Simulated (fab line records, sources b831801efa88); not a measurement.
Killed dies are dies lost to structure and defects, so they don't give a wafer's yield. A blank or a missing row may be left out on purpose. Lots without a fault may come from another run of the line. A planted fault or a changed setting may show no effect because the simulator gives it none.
Chamber matching | flow sky130 | SKY_CONTACT_ETCH_17 on rie_diel-02: 4 sister chambers
The step etches SiO2 in C4F8/O2/Ar, stops on Si3N4, target depth 340 nm. 4 wafers are shown with their chamber, then 7 later ones without.

WAFERS WITH THEIR CHAMBER
wafer  | chamber | oes_product_au (a.u.)
L078.2 | 2       | 0.895
L083.5 | 3       | 0.891
L092.2 | 0       | 0.887
L092.4 | 1       | 0.889

WAFERS WITHOUT THEIR CHAMBER
wafer  | oes_product_au (a.u.)
L092.6 | 0.898
L093.2 | 0.894
L093.4 | 0.890
L093.6 | 0.901
L095.2 | 0.894
L095.3 | 0.886
L095.4 | 0.895

WHICH CHAMBER EACH WENT THROUGH
wafer  | from the rows above               | in truth
L092.6 | can't be placed: 2 or 3           | 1
L093.2 | can't be placed: 2 or 3 or 1      | 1
L093.4 | can't be placed: 1 or 3 or 0 or 2 | 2
L093.6 | can't be placed: 2 or 3           | 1
L095.2 | can't be placed: 2 or 3 or 1      | 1
L095.3 | can't be placed: 0 or 1 or 3      | 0
L095.4 | can't be placed: 2 or 3           | 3
Placed correctly: 0 of 7. Can't be placed from these rows: 7 (the true chamber is among the candidates in 5). Placed wrongly: 0.
How it was worked out, from the rows above alone: a wafer's distance from a chamber is the root of the sum, over the readings, of the square of ((its reading less the chamber's mean) divided by the reading's scatter). The wafer belongs to the nearest chamber; if the next one is less than 2 further off, it can't be placed. A chamber's mean is the mean of its shown wafers. The scatter: with one shown wafer a chamber, the root of the mean of the squares of how far each hidden wafer lies from its nearest shown one.
